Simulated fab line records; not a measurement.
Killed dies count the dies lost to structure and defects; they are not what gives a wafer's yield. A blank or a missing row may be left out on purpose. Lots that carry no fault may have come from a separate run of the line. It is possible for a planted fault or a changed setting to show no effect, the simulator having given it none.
fab line records | flow sky130
record: lots: 24 wafers: 72 last-day: 50
route steps=708 shown METAL1@452 METAL2@486 CAP2M@616 VIA4@660
lots that met no fault: from a run of the same line without faults
start-h: start of the lot's first displayed wafer, in hours after the record's first day | wait-h: time in hours since the lot's previous step | " repeats the value in the row above | L1.1+2: a single row standing in for several wafers | - either no value or no given start | * or withheld: withheld | < > ~ a bound
route shown NAME@n: NAME is a module with steps in the file, n the number in the route of the first one | usual: mean and standard deviation over wafers with no fault | same: alike in all rows | chamber/n: place in a boat | sites: the reading at each site | _std_site: standard deviation across them | _edge_site: the outer-site mean with the inner-site mean subtracted | radius-mm: for every site, how far away it sits from the centre of the wafer | mask NAME#n: copy n | behind: the tool/chamber that last shaped the wafer | hold: what put the lot on hold/how long, in hours/how the hold closed | device: the transistor (n, p or np) that didn't switch | end of line: the route-end tests of the same wafers | step lacking rows: just its recipe | killed: at the first sort, the dies lost to defects and structure; wafer yield is something else | map: dies across one wafer; x = killed, . = not, _ = none there
set.NAME: the run value of the setting; set.NAME@STEP: its run value at that earlier step | model.NAME: the simulator's own value behind a step, which no gauge read
a sample of lots followed through the steps of the route, with each step as a table and each wafer as a row
services: a tool's chamber out of use, with start hour (start-h, from the record's first day; less than 0 if before it), hours out, and reason
== steps ==
step: SKY_METAL1_ETCH_18
recipe: chemistry: N2/H2 target: BARC ion-energy-ev: 200 bias-w: 100 pressure-mtorr: 30 n2-flow-sccm: 100 h2-flow-sccm: 200 icp-w: 500 stop-on: SiO2 time-s: 45.9 target-depth-a: 600
usual: drypump-motor-current-A: 5.89/0.28 h2-flow-sccm: 200.1/0.57 oes-product-au: 0.855/0.0048 throttle-valve-pct: 13.227/0.01
columns lot.wafer tool chamber start-h wait-h drypump-motor-current-A h2-flow-sccm oes-product-au rf-hours-counter-h throttle-valve-pct
L074.1 rie-metal-04 0 775.33 0.0 6.10 200.2 0.857 3 13.243
L074.3 " 1 " " 5.59 200.0 0.855 - 13.208
L074.6 " 1 " " 5.61 199.7 0.856 - 13.207
L075.2 rie-metal-02 1 776.85 0.0 6.16 198.8 0.856 0 13.223
L075.5 " 1 " " 6.17 198.3 0.850 - 13.226
L075.6 " 0 " " 5.42 200.1 0.853 - 13.238
L076.2 rie-metal-03 1 789.65 0.0 6.12 200.5 0.854 12 13.224
L076.3 " 1 " " 6.16 201.0 0.852 - 13.209
L076.4 " 0 " " 5.68 200.2 0.860 - 13.237
L077.3 rie-metal-03 0 792.97 0.0 5.68 200.5 0.850 - 13.229
L077.5 " 1 " " 6.17 199.9 0.853 - 13.237
L077.6 " 0 " " 5.68 199.6 0.854 - 13.232
L078.2 rie-metal-04 0 799.79 0.0 6.12 200.0 0.850 4 13.229
L078.3 " 1 " " 5.60 200.1 0.856 - 13.227
L078.6 " 1 " " 5.59 199.3 0.856 - 13.238
L079.1 rie-metal-04 1 811.19 0.0 5.60 200.3 0.847 6 13.217
L079.3 " 0 " " 6.12 199.8 0.851 - 13.228
L079.5 " 0 " " 6.08 200.2 0.855 - 13.248
L080.3 rie-metal-03 0 827.37 0.0 5.66 200.1 0.860 - 13.223
L080.4 " 1 " " 6.14 199.8 0.860 - 13.221
L080.5 " 0 " " 5.66 199.7 0.854 - 13.242
L081.2 rie-metal-03 0 831.90 0.0 5.68 199.4 0.855 3 13.243
L081.4 " 1 " " 6.08 200.6 0.857 - 13.229
L081.5 " 0 " " 5.69 200.2 0.853 - 13.234
L082.2 rie-metal-03 0 833.50 0.0 5.69 200.2 0.852 3 13.217
L082.3 " 0 " " 5.68 200.0 0.846 - 13.228
L082.6 " 1 " " 6.13 199.9 0.858 - 13.234
L083.2 rie-metal-03 1 839.20 0.1 6.11 200.6 0.850 - 13.214
L083.5 " 1 " " 6.08 200.0 0.857 - 13.239
L083.6 " 1 " " 6.08 199.2 0.846 - 13.243
L084.1 rie-metal-03 1 852.42 0.1 6.13 199.8 0.848 15 13.229
L084.2 " 1 " " 6.12 200.2 0.853 - 13.233
L084.3 " 1 " " 6.15 200.2 0.869 - 13.239
L085.3 rie-metal-03 1 857.82 0.1 6.15 200.5 0.860 - 13.223
L085.5 " 1 " " 6.12 199.6 0.854 - 13.214
L085.6 " 1 " " 6.12 200.2 0.858 - 13.245
L086.1 rie-metal-02 1 863.65 0.0 6.18 200.0 0.859 3 13.237
L086.3 " 1 " " 6.13 201.0 0.862 - 13.232
L086.5 " 0 " " 5.40 201.0 0.856 - 13.231
L087.1 rie-metal-04 1 877.99 0.0 5.60 200.1 0.859 9 13.218
L087.4 " 0 " " 6.12 199.9 0.858 - 13.225
L087.5 " 1 " " 5.61 199.1 0.857 - 13.237
L088.1 rie-metal-02 1 878.64 0.0 6.17 200.2 0.858 4 13.235
L088.2 " 0 " " 5.43 199.4 0.849 8 13.227
L088.6 " 0 " " 5.43 198.9 0.853 - 13.223
L089.1 rie-metal-03 0 890.80 0.0 5.68 200.7 0.863 4 13.237
L089.2 " 1 " " 6.11 199.9 0.862 19 13.239
L089.5 " 0 " " 5.70 200.0 0.857 - 13.241
L090.1 rie-metal-04 1 896.55 0.0 5.58 199.2 0.849 10 13.237
L090.4 " 1 " " 5.57 200.3 0.863 - 13.210
L090.5 " 0 " " 6.13 200.4 0.849 - 13.215
L091.2 rie-metal-04 0 901.94 0.0 6.07 201.5 0.856 8 13.227
L091.5 " 0 " " 6.09 199.7 0.856 - 13.208
L091.6 " 1 " " 5.58 200.3 0.858 - 13.222
L092.1 rie-metal-03 0 910.40 0.0 5.68 200.0 0.852 5 13.216
L092.3 " 0 " " 5.68 199.7 0.855 - 13.221
L092.5 " 0 " " 5.69 200.2 0.849 - 13.234
L093.3 rie-metal-03 1 915.27 0.0 6.13 199.5 0.864 - 13.223
L093.4 " 0 " " 5.65 199.9 0.861 - 13.219
L093.6 " 0 " " 5.67 200.1 0.846 - 13.227
L094.1 rie-metal-02 0 923.14 0.0 5.43 199.0 0.853 9 13.221
L094.2 " 1 " " 6.16 198.8 0.859 6 13.228
L094.6 " 0 " " 5.43 199.6 0.853 - 13.213
L095.2 rie-metal-02 0 930.85 0.0 5.42 200.0 0.856 10 13.220
L095.4 " 0 " " 5.41 200.4 0.853 - 13.224
L095.6 " 0 " " 5.42 200.1 0.849 - 13.236
L096.1 rie-metal-04 1 939.04 0.0 5.60 200.4 0.852 12 13.213
L096.4 " 0 " " 6.10 200.2 0.859 - 13.217
L096.6 " 0 " " 6.07 200.5 0.849 - 13.214
L097.1 rie-metal-02 0 944.19 0.0 5.44 200.3 0.854 10 13.216
L097.2 " 1 " " 6.14 200.0 0.863 7 13.235
L097.6 " 0 " " 5.42 201.0 0.855 - 13.222
step: SKY_METAL2_SPUTTER_03
recipe: material: Ti target-thk-nm: 5 power-w: 3000 time-s: 3.3 chamber-pressure-pa: 0.4
usual: throttle-valve-pct: 30.1/1
columns lot.wafer tool chamber start-h wait-h throttle-valve-pct
L074.1 pvd-sputter-04 - 804.56 0.0 30.3
L074.3 " - " " 29.8
L074.6 " - " " 30.3
L075.2 pvd-sputter-04 - 806.42 0.0 29.5
L075.5 " - " " 31.8
L075.6 " - " " 29.8
L076.2 pvd-sputter-03 - 819.01 0.0 30.2
L076.3 " - " " 29.2
L076.4 " - " " 31.8
L077.3 pvd-sputter-02 - 822.41 0.0 29.6
L077.5 " - " " 31.0
L077.6 " - " " 29.6
L078.2 pvd-sputter-03 - 829.44 0.0 29.0
L078.3 " - " " 32.0
L078.6 " - " " 31.8
L079.1 pvd-sputter-03 - 840.14 0.0 30.1
L079.3 " - " " 29.0
L079.5 " - " " 30.5
L080.3 pvd-sputter-04 - 856.40 0.0 30.2
L080.4 " - " " 29.8
L080.5 " - " " 29.9
L081.2 pvd-sputter-03 - 860.84 0.0 31.8
L081.4 " - " " 28.6
L081.5 " - " " 28.8
L082.2 pvd-sputter-02 - 862.86 0.0 28.9
L082.3 " - " " 31.6
L082.6 " - " " 29.8
L083.2 pvd-sputter-04 - 868.65 0.0 31.8
L083.5 " - " " 30.1
L083.6 " - " " 30.0
L084.1 pvd-sputter-02 - 881.27 0.0 29.1
L084.2 " - " " 31.3
L084.3 " - " " 29.7
L085.3 pvd-sputter-03 - 886.88 0.0 29.0
L085.5 " - " " 30.0
L085.6 " - " " 29.4
L086.1 pvd-sputter-03 - 892.74 0.0 31.8
L086.3 " - " " 29.1
L086.5 " - " " 29.1
L087.1 pvd-sputter-04 - 906.82 0.0 29.8
L087.4 " - " " 31.8
L087.5 " - " " 29.2
L088.1 pvd-sputter-04 - 907.22 0.0 30.3
L088.2 " - " " 30.0
L088.6 " - " " 29.2
L089.1 pvd-sputter-03 - 919.31 0.0 28.6
L089.2 " - " " 31.6
L089.5 " - " " 30.3
L090.1 pvd-sputter-04 - 924.66 0.0 32.0
L090.4 " - " " 29.3
L090.5 " - " " 30.3
L091.2 pvd-sputter-03 - 929.39 0.0 28.8
L091.5 " - " " 28.9
L091.6 " - " " 31.6
L092.1 pvd-sputter-02 - 938.41 0.0 29.7
L092.3 " - " " 29.3
L092.5 " - " " 28.9
L093.3 pvd-sputter-04 - 943.25 0.0 30.0
L093.4 " - " " 29.9
L093.6 " - " " 30.2
L094.1 pvd-sputter-02 - 950.40 0.0 29.5
L094.2 " - " " 29.1
L094.6 " - " " 29.8
L095.2 pvd-sputter-03 - 959.14 0.0 32.0
L095.4 " - " " 28.8
L095.6 " - " " 29.3
L096.1 pvd-sputter-02 - 966.81 0.0 29.6
L096.4 " - " " 29.0
L096.6 " - " " 29.9
L097.1 pvd-sputter-03 - 971.58 0.0 29.4
L097.2 " - " " 30.2
L097.6 " - " " 31.8
step: SKY_METAL2_SPUTTER_04
recipe: material: TiN target-thk-nm: 70 power-w: 6500 time-s: 58.3 chamber-pressure-pa: 0.4
usual: throttle-valve-pct: 30.1/1
columns lot.wafer tool chamber start-h wait-h throttle-valve-pct
L074.1 pvd-sputter-04 - 804.58 0.0 30.0
L074.3 " - " " 29.9
L074.6 " - " " 30.2
L075.2 pvd-sputter-04 - 806.44 0.0 29.1
L075.5 " - " " 31.9
L075.6 " - " " 29.7
L076.2 pvd-sputter-03 - 819.03 0.0 30.1
L076.3 " - " " 29.2
L076.4 " - " " 31.7
L077.3 pvd-sputter-02 - 822.43 0.0 29.7
L077.5 " - " " 31.2
L077.6 " - " " 29.6
L078.2 pvd-sputter-03 - 829.45 0.0 28.7
L078.3 " - " " 31.8
L078.6 " - " " 31.7
L079.1 pvd-sputter-03 - 840.16 0.0 30.1
L079.3 " - " " 28.9
L079.5 " - " " 30.2
L080.3 pvd-sputter-04 - 856.42 0.0 30.4
L080.4 " - " " 30.2
L080.5 " - " " 30.1
L081.2 pvd-sputter-03 - 860.86 0.0 31.7
L081.4 " - " " 28.8
L081.5 " - " " 28.8
L082.2 pvd-sputter-02 - 862.87 0.0 29.1
L082.3 " - " " 31.6
L082.6 " - " " 29.4
L083.2 pvd-sputter-04 - 868.67 0.0 31.9
L083.5 " - " " 30.1
L083.6 " - " " 30.2
L084.1 pvd-sputter-02 - 881.28 0.0 28.8
L084.2 " - " " 31.3
L084.3 " - " " 30.0
L085.3 pvd-sputter-03 - 886.90 0.0 29.3
L085.5 " - " " 30.0
L085.6 " - " " 29.3
L086.1 pvd-sputter-03 - 892.76 0.0 31.6
L086.3 " - " " 28.8
L086.5 " - " " 29.1
L087.1 pvd-sputter-04 - 906.84 0.0 29.8
L087.4 " - " " 32.0
L087.5 " - " " 29.3
L088.1 pvd-sputter-04 - 907.23 0.0 30.3
L088.2 " - " " 29.9
L088.6 " - " " 29.2
L089.1 pvd-sputter-03 - 919.32 0.0 29.0
L089.2 " - " " 31.6
L089.5 " - " " 30.0
L090.1 pvd-sputter-04 - 924.68 0.0 31.9
L090.4 " - " " 29.4
L090.5 " - " " 30.2
L091.2 pvd-sputter-03 - 929.41 0.0 29.1
L091.5 " - " " 28.9
L091.6 " - " " 31.9
L092.1 pvd-sputter-02 - 938.42 0.0 29.6
L092.3 " - " " 29.7
L092.5 " - " " 29.0
L093.3 pvd-sputter-04 - 943.27 0.0 30.3
L093.4 " - " " 29.7
L093.6 " - " " 29.8
L094.1 pvd-sputter-02 - 950.41 0.0 29.6
L094.2 " - " " 29.1
L094.6 " - " " 29.5
L095.2 pvd-sputter-03 - 959.16 0.0 31.8
L095.4 " - " " 28.9
L095.6 " - " " 29.5
L096.1 pvd-sputter-02 - 966.82 0.0 29.4
L096.4 " - " " 29.1
L096.6 " - " " 29.8
L097.1 pvd-sputter-03 - 971.60 0.0 29.2
L097.2 " - " " 30.0
L097.6 " - " " 31.7
step: SKY_METAL2_DESCUM_17
recipe: chemistry: O2 source-power-w: 150 bias-power-w: 0 pressure-mtorr: 10 temp-c: 40 time-s: 8
usual: drypump-motor-current-A: 5.9/0.43 oes-product-au: 0.993/0.015
same: bias-power-w: 0
columns lot.wafer tool chamber start-h wait-h drypump-motor-current-A oes-product-au rf-hours-counter-h
L074.1 rie-metal-01 1 831.02 0.0 5.3 0.987 10
L074.3 " 0 " " 6.6 1.004 -
L074.6 " 0 " " 6.6 0.998 -
L075.2 rie-metal-04 0 833.22 0.0 6.1 0.972 5
L075.5 " 1 " " 5.6 1.002 -
L075.6 " 0 " " 6.1 0.977 -
L076.2 rie-metal-01 0 845.62 0.0 6.5 0.993 2
L076.3 " 0 " " 6.6 1.017 -
L076.4 " 1 " " 5.3 0.985 -
L077.3 rie-metal-04 1 848.62 0.0 5.6 1.004 -
L077.5 " 1 " " 5.6 1.000 -
L077.6 " 0 " " 6.1 0.979 -
L078.2 rie-metal-01 1 855.91 0.0 5.4 0.979 11
L078.3 " 0 " " 6.6 1.014 -
L078.6 " 0 " " 6.6 1.015 -
L079.1 rie-metal-03 1 865.56 0.0 6.1 1.005 17
L079.3 " 1 " " 6.1 1.017 -
L079.5 " 1 " " 6.2 1.019 -
L080.3 rie-metal-04 0 882.98 0.0 6.1 0.968 -
L080.4 " 1 " " 5.6 0.982 -
L080.5 " 1 " " 5.6 0.990 -
L081.2 rie-metal-03 0 886.82 0.0 5.7 0.998 4
L081.4 " 0 " " 5.7 1.008 -
L081.5 " 0 " " 5.7 0.994 -
L082.2 rie-metal-04 0 889.33 0.0 6.1 0.975 8
L082.3 " 1 " " 5.6 1.002 -
L082.6 " 1 " " 5.6 0.998 -
L083.2 rie-metal-01 1 895.31 0.0 5.3 0.988 13
L083.5 " 1 " " 5.4 0.990 -
L083.6 " 0 " " 6.5 1.011 -
L084.1 rie-metal-04 0 907.46 0.0 6.1 0.976 8
L084.2 " 1 " " 5.6 0.986 10
L084.3 " 1 " " 5.6 0.996 -
L085.3 rie-metal-01 0 912.72 0.0 6.6 1.010 -
L085.5 " 0 " " 6.6 1.013 -
L085.6 " 1 " " 5.4 0.999 -
L086.1 rie-metal-03 0 919.02 0.0 5.7 1.007 5
L086.3 " 0 " " 5.7 0.995 -
L086.5 " 0 " " 5.7 1.001 -
L087.1 rie-metal-04 1 932.77 0.0 5.6 0.997 12
L087.4 " 0 " " 6.1 0.963 -
L087.5 " 1 " " 5.6 0.990 -
L088.1 rie-metal-01 1 933.17 0.0 5.3 0.999 15
L088.2 " 0 " " 6.6 1.017 6
L088.6 " 0 " " 6.6 1.013 -
L089.1 rie-metal-04 0 945.07 0.0 6.1 0.966 10
L089.2 " 1 " " 5.6 1.001 12
L089.5 " 0 " " 6.1 0.964 -
L090.1 rie-metal-04 0 950.62 0.0 6.1 0.968 11
L090.4 " 0 " " 6.1 0.973 -
L090.5 " 0 " " 6.1 0.967 -
L091.2 rie-metal-01 1 954.46 0.0 5.3 0.992 16
L091.5 " 0 " " 6.6 1.008 -
L091.6 " 1 " " 5.3 0.984 -
L092.1 rie-metal-04 1 964.06 0.0 5.6 1.001 13
L092.3 " 0 " " 6.1 0.987 -
L092.5 " 1 " " 5.6 0.991 -
L093.3 rie-metal-01 1 968.48 0.0 5.4 0.986 -
L093.4 " 0 " " 6.6 1.002 -
L093.6 " 0 " " 6.6 1.008 -
L094.1 rie-metal-03 1 975.97 0.0 6.1 1.012 2
L094.2 " 0 " " 5.7 0.990 9
L094.6 " 0 " " 5.7 0.983 -
L095.2 rie-metal-01 1 983.16 0.0 5.4 0.988 17
L095.4 " 1 " " 5.3 0.995 -
L095.6 " 1 " " 5.3 1.001 -
L096.1 rie-metal-04 1 991.62 0.0 5.6 0.992 15
L096.4 " 1 " " 5.6 0.995 -
L096.6 " 0 " " 6.1 0.973 -
L097.1 rie-metal-04 0 995.51 0.0 6.1 0.979 13
L097.2 " 1 " " 5.6 0.992 15
L097.6 " 0 " " 6.1 0.975 -
step: SKY_CAP2M_METAL_ETCH_13
recipe: target-depth-nm: 220 stop-on: SiO2 chemistry: Cl2/BCl3 target: TiN pressure-mtorr: 10 icp-w: 900 bias-w: 48.5 Cl2_flow_sccm: 60 bcl3-flow-sccm: 30 time-s: 62.9
usual: drypump-motor-current-A: 5.84/0.29 oes-product-au: 0.943/0.0082 throttle-valve-pct: 21.900/0.01
columns lot.wafer tool chamber start-h wait-h drypump-motor-current-A oes-product-au rf-hours-counter-h throttle-valve-pct
L074.1 rie-metal-02 0 966.90 0.0 5.40 0.930 11 21.912
L074.3 " 1 " " 6.15 0.946 - 21.892
L074.6 " 0 " " 5.40 0.930 - 21.907
L075.2 rie-metal-03 1 967.74 0.0 6.11 0.942 2 21.911
L075.5 " 1 " " 6.14 0.944 - 21.901
L075.6 " 0 " " 5.68 0.936 - 21.907
L076.2 rie-metal-02 0 978.50 0.0 5.43 0.942 12 21.884
L076.3 " 1 " " 6.14 0.949 - 21.900
L076.4 " 0 " " 5.41 0.940 - 21.885
L077.3 rie-metal-03 0 982.23 0.0 5.70 0.945 - 21.890
L077.5 " 0 " " 5.68 0.946 - 21.910
L077.6 " 1 " " 6.13 0.938 - 21.908
L078.2 rie-metal-03 1 988.50 0.0 6.16 0.928 3 21.896
L078.3 " 0 " " 5.69 0.933 - 21.907
L078.6 " 1 " " 6.15 0.940 - 21.898
L079.1 rie-metal-03 1 998.36 0.0 6.10 0.949 3 21.915
L079.3 " 0 " " 5.68 0.924 - 21.913
L079.5 " 1 " " 6.10 0.936 - 21.903
L080.3 rie-metal-02 0 1012.86 0.0 5.41 0.939 - 21.906
L080.4 " 1 " " 6.16 0.938 - 21.899
L080.5 " 0 " " 5.42 0.936 - 21.922
L081.2 rie-metal-04 0 1017.24 0.0 6.11 0.945 14 21.907
L081.4 " 1 " " 5.59 0.939 - 21.893
L081.5 " 1 " " 5.57 0.944 - 21.910
L082.2 rie-metal-02 1 1018.45 0.0 6.16 0.954 10 21.904
L082.3 " 1 " " 6.18 0.958 - 21.881
L082.6 " 0 " " 5.39 0.950 - 21.892
L083.2 rie-metal-04 1 1024.74 0.0 5.60 0.950 17 21.896
L083.5 " 0 " " 6.12 0.948 - 21.889
L083.6 " 1 " " 5.59 0.945 - 21.913
L084.1 rie-metal-04 1 1034.05 0.0 5.59 0.959 17 21.898
L084.2 " 0 " " 6.07 0.947 15 21.895
L084.3 " 0 " " 6.06 0.933 - 21.899
L085.3 rie-metal-02 1 1041.51 0.0 6.13 0.937 - 21.910
L085.5 " 1 " " 6.16 0.943 - 21.913
L085.6 " 0 " " 5.42 0.935 - 21.900
L086.1 rie-metal-04 0 1043.66 0.0 6.08 0.947 16 21.896
L086.3 " 0 " " 6.08 0.935 - 21.902
L086.5 " 0 " " 6.07 0.942 - 21.902
L087.1 rie-metal-04 1 1061.95 0.0 5.59 0.935 19 21.887
L087.4 " 1 " " 5.59 0.935 - 21.909
L087.5 " 0 " " 6.08 0.928 - 21.908
L088.1 rie-metal-02 0 1062.34 0.0 5.40 0.956 17 21.871
L088.2 " 1 " " 6.13 0.946 12 21.899
L088.6 " 1 " " 6.17 0.949 - 21.893
L089.1 rie-metal-04 1 1067.05 0.0 5.58 0.941 20 21.895
L089.2 " 0 " " 6.09 0.954 18 21.889
L089.5 " 0 " " 6.10 0.953 - 21.892
L090.1 rie-metal-03 1 1071.26 0.0 6.09 0.942 8 21.905
L090.4 " 1 " " 6.11 0.955 - 21.891
L090.5 " 0 " " 5.67 0.927 - 21.896
L091.2 rie-metal-03 1 1084.59 0.0 6.12 0.943 8 21.908
L091.5 " 0 " " 5.67 0.956 - 21.907
L091.6 " 1 " " 6.13 0.956 - 21.914
L092.1 rie-metal-04 0 1087.46 0.0 6.10 0.951 19 21.897
L092.3 " 0 " " 6.08 0.934 - 21.898
L092.5 " 1 " " 5.60 0.933 - 21.914
L093.3 rie-metal-03 1 1089.98 0.0 6.14 0.942 - 21.907
L093.4 " 0 " " 5.67 0.949 - 21.890
L093.6 " 1 " " 6.12 0.943 - 21.898
L094.1 rie-metal-02 1 1093.54 0.0 6.16 0.947 15 21.896
L094.2 " 0 " " 5.40 0.954 19 21.880
L094.6 " 1 " " 6.14 0.943 - 21.909
L095.2 rie-metal-03 1 1097.66 0.0 6.13 0.943 9 21.895
L095.4 " 0 " " 5.69 0.953 - 21.898
L095.6 " 1 " " 6.11 0.935 - 21.910
L096.1 rie-metal-03 0 1110.84 0.0 5.67 0.936 17 21.904
L096.4 " 1 " " 6.16 0.943 - 21.905
L096.6 " 0 " " 5.68 0.952 - 21.898
L097.1 rie-metal-02 1 1112.05 0.0 6.14 0.955 16 21.915
L097.2 " 0 " " 5.41 0.948 20 21.904
L097.6 " 0 " " 5.42 0.935 - 21.900
step: SKY_VIA4_CMP_21
recipe: stop-on: SiO2 t-overpolish-s: 25 down-force-psi: 3.5 platen-rpm: 60 target-thk-nm: 0 pad-velocity-m-s: 0.94248
usual: motor-current-A: 11.0/1.4 overpolish-run-s: 25.000/0.009 retaining-ring-pressure-frac: 1.000/0.0052 slurry-filter-dp-kPa: 13.49/0.15 time-to-endpoint-s: 123/4
columns lot.wafer tool chamber start-h wait-h motor-current-A overpolish-run-s retaining-ring-pressure-frac slurry-filter-dp-kPa time-to-endpoint-s
L074.3 cmp-02 2 1018.31 0.1 9.1 25.006 1.005 13.35 121
L074.1 " 3 " " 11.1 25.010 1.002 13.35 120
L074.6 " 1 " " 9.6 25.002 0.999 13.56 117
L075.2 cmp-02 1 1018.51 0.1 9.7 25.017 0.998 13.38 122
L075.6 " 1 " " 10.1 24.996 1.000 13.27 119
L075.5 " 2 " " 9.6 24.994 1.004 13.03 123
L076.4 cmp-02 1 1028.71 0.0 9.8 25.000 1.002 13.49 119
L076.2 " 2 " " 9.8 24.995 0.995 13.33 131
L076.3 " 3 " " 11.2 25.001 1.012 13.48 120
L077.3 cmp-01 2 1031.69 0.2 13.1 24.996 0.995 13.57 125
L077.5 " 3 " " 11.9 25.007 0.994 13.59 122
L077.6 " 0 " " 12.6 24.990 0.995 13.29 118
L078.2 cmp-02 2 1035.76 0.0 9.6 24.989 1.005 13.34 124
L078.3 " 0 " " 9.1 24.997 1.002 13.70 124
L078.6 " 3 " " 11.2 25.008 0.998 13.68 119
L079.1 cmp-01 3 1045.65 0.2 12.3 25.001 1.007 13.25 130
L079.3 " 0 " " 12.0 24.991 0.994 13.58 122
L079.5 " 0 " " 12.8 24.978 0.994 13.45 125
L080.3 cmp-01 1 1064.14 0.2 12.1 25.003 1.009 13.59 121
L080.4 " 0 " " 12.2 24.978 0.991 13.52 119
L080.5 " 1 " " 12.4 25.014 1.005 13.18 120
L081.4 cmp-01 2 1065.61 0.1 13.3 25.002 1.002 13.16 124
L081.2 " 0 " " 11.9 24.976 0.997 13.49 120
L081.5 " 1 " " 11.1 25.004 1.001 13.57 120
L082.2 cmp-01 1 1066.51 0.3 11.9 25.006 1.004 13.40 123
L082.3 " 2 " " 12.9 24.981 1.001 13.62 131
L082.6 " 1 " " 11.3 25.010 0.997 13.49 121
L083.2 cmp-02 3 1071.19 1.6 10.3 25.005 0.997 13.35 129
L083.6 " 3 " " 10.9 25.006 1.000 13.45 129
L083.5 " 0 " " 9.0 25.006 1.002 13.41 129
L084.3 cmp-01 1 1078.29 0.0 11.2 25.012 1.001 13.52 122
L084.2 " 2 " " 12.8 24.997 1.001 13.39 130
L084.1 " 0 " " 12.6 25.009 1.004 13.50 119
L085.3 cmp-02 1 1089.14 0.2 9.4 25.005 0.998 13.27 128
L085.6 " 2 " " 9.0 24.998 1.014 13.43 127
L085.5 " 3 " " 11.3 25.000 0.999 13.63 123
L086.3 cmp-01 1 1091.83 0.1 11.0 25.009 0.999 13.58 121
L086.1 " 3 " " 12.3 25.003 0.997 13.51 126
L086.5 " 0 " " 12.4 24.994 1.001 13.52 120
L087.4 cmp-02 0 1106.02 0.0 8.7 24.991 1.000 13.53 125
L087.1 " 2 " " 9.4 24.990 0.985 13.47 125
L087.5 " 1 " " 10.0 24.999 1.003 13.66 121
L088.1 cmp-01 3 1106.96 0.1 12.4 24.992 0.997 13.49 124
L088.2 " 1 " " 11.5 25.008 1.002 13.20 121
L088.6 " 0 " " 12.1 24.999 0.991 13.49 121
L089.2 cmp-01 1 1111.70 0.0 11.2 24.996 0.998 13.62 119
L089.1 " 3 " " 12.1 24.995 1.001 13.68 121
L089.5 " 2 " " 12.6 24.996 1.003 13.66 124
L090.1 cmp-01 1 1116.25 0.1 11.4 25.001 0.999 13.49 116
L090.4 " 3 " " 11.5 24.984 0.994 13.51 125
L090.5 " 1 " " 11.5 25.009 1.003 13.29 120
L091.2 cmp-01 3 1127.81 0.1 12.9 25.010 0.998 13.48 119
L091.6 " 1 " " 11.2 25.032 1.001 13.73 120
L091.5 " 2 " " 13.1 25.008 0.993 13.29 128
L092.1 cmp-02 2 1131.94 0.4 9.3 25.008 0.999 13.61 131
L092.3 " 0 " " 9.0 24.994 0.998 13.63 128
L092.5 " 3 " " 10.8 25.001 1.003 13.34 122
L093.4 cmp-02 0 1135.89 1.9 8.8 25.005 1.002 13.44 128
L093.3 " 2 " " 9.6 24.997 1.006 13.47 130
L093.6 " 3 " " 10.4 25.011 0.997 13.55 126
L094.1 cmp-02 2 1138.24 0.7 9.2 25.009 0.999 13.43 122
L094.2 " 3 " " 10.4 25.011 1.014 13.73 115
L094.6 " 3 " " 11.2 25.002 1.008 13.55 121
L095.4 cmp-01 0 1141.01 0.1 12.7 25.007 1.004 13.51 115
L095.2 " 1 " " 11.3 25.010 1.000 13.38 117
L095.6 " 2 " " 12.0 25.006 0.995 13.64 122
L096.1 cmp-02 3 1154.25 0.3 11.0 24.993 0.994 13.48 123
L096.4 " 2 " " 9.2 25.001 0.998 13.68 130
L096.6 " 3 " " 11.6 24.999 1.003 13.38 126
L097.2 cmp-02 2 1154.85 0.2 9.1 24.995 1.003 13.60 127
L097.1 " 3 " " 11.4 25.004 1.013 13.35 117
L097.6 " 3 " " 11.4 24.979 1.005 13.51 120
== services ==
columns tool chamber start-h hours kind
cmp-01 - 755.87 2.6 repair
pvd-sputter-03 - 764.37 10.1 repair
cmp-02 - 818.82 0.6 repair
cmp-01 - 828.66 0.9 repair
cmp-01 - 833.51 5.5 pm
rie-metal-03 0 836.06 42.8 repair
pvd-sputter-04 - 850.48 5.6 repair
cmp-02 - 869.22 4.9 pm
pvd-sputter-02 - 900.91 10.6 repair
rie-metal-03 - 907.84 0.2 repair
cmp-02 - 912.02 4.0 pm
rie-metal-04 - 919.00 0.5 repair
rie-metal-04 0 920.10 4.3 repair
rie-metal-04 0 978.51 1.7 repair
rie-metal-04 0 1015.94 1.2 repair
rie-metal-02 1 1050.84 4.1 repair
pvd-sputter-04 - 1053.87 1.9 repair
pvd-sputter-03 - 1072.59 3.6 repair
pvd-sputter-03 - 1094.92 1.5 repair
rie-metal-04 1 1116.99 4.1 repair
pvd-sputter-04 - 1126.41 0.9 repair
rie-metal-03 0 1134.59 5.6 repair
rie-metal-04 0 1146.28 3.0 repair
rie-metal-04 1 1146.62 40.4 repair
== key ==
fault none
